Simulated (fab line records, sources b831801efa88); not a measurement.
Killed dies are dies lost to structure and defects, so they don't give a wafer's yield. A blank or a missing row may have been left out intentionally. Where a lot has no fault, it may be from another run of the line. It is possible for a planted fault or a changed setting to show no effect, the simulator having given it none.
What tool caused it? -- flow gf180mcu -- Sampling: 6 lots, 18 wafers, 5 of 602 route steps

WHAT THE GAUGES SHOWED, per wafer
GF_V5_CD_MEAS_14: target cd 260 nm.
lot,measured,on,cd_nm (nm)
L949,day 27 18:20,cd_sem-01,259.9 257.2 258.7
L951,day 28 11:48,cd_sem-02,262.3 261.2 262.1
L956,day 30 05:17,cd_sem-02,260.0 259.4 259.9
L958,day 30 13:37,cd_sem-02,260.7 260.5 259.5
L960,day 31 01:04,cd_sem-01,260.9 261.2 262.0
L968,day 33 04:12,cd_sem-01,264.0 263.5 264.1

WHAT TOOL EACH LOT RAN ON (gives the tool, then ch and the chambers of the sampled wafers, and finally the start)
lot,GF_MIM_SPUTTER_00,GF_MIM_SPUTTER_01,GF_MIM_SPUTTER_09,GF_V5_PEB_12
L949,"pvd_sputter-02, day 25 01:35","pvd_sputter-02, day 25 01:41","pvd_sputter-03, day 25 01:58","litho_track-02 ch 0, day 27 17:59"
L951,"pvd_sputter-03, day 25 21:52","pvd_sputter-03, day 25 21:58","pvd_sputter-01, day 25 22:16","litho_track-04 ch 0, day 28 11:28"
L956,"pvd_sputter-02, day 27 17:47","pvd_sputter-02, day 27 17:53","pvd_sputter-01, day 27 18:10","litho_track-04 ch 0, day 30 04:58"
L958,"pvd_sputter-03, day 28 02:43","pvd_sputter-03, day 28 02:49","pvd_sputter-01, day 28 03:07","litho_track-01 ch 0, day 30 13:19"
L960,"pvd_sputter-01, day 28 14:40","pvd_sputter-01, day 28 14:46","pvd_sputter-02, day 28 15:03","litho_track-01 ch 0, day 31 00:43"
L968,"pvd_sputter-01, day 30 23:19","pvd_sputter-01, day 30 23:25","pvd_sputter-03, day 30 23:42","litho_track-01 ch 0, day 33 03:46"
- GF_MIM_SPUTTER_00: material Ti, target thk 37.5 nm, time 150 s.
- GF_MIM_SPUTTER_01: material TiN, target thk 30 nm, time 25 s.
- GF_MIM_SPUTTER_09: material TiN, target thk 35 nm, time 29.2 s.
- GF_V5_PEB_12: peb time 90 s.

THE ANSWER, worked out from the rows above alone
Rule: the lots themselves supply what counts as usual. The widest of any qualifying gaps counts: lots, ordered by their means at a reading, are off when they make up no more than a third of the lots, leave a main group of 4 or more, and stand apart from it by 3 or more times the standard deviation of that group's means. The tables above print the reading to a certain number of digits; a main group whose means all agree to those digits is not used. Also off: a lot with no number at a reading for which 4 or more lots have one. The other lots that the step has rows for count as sound.
Across all readings shown, no lot is off: no conclusion can be drawn from this.

WHAT THE SIMULATOR HAD INSERTED
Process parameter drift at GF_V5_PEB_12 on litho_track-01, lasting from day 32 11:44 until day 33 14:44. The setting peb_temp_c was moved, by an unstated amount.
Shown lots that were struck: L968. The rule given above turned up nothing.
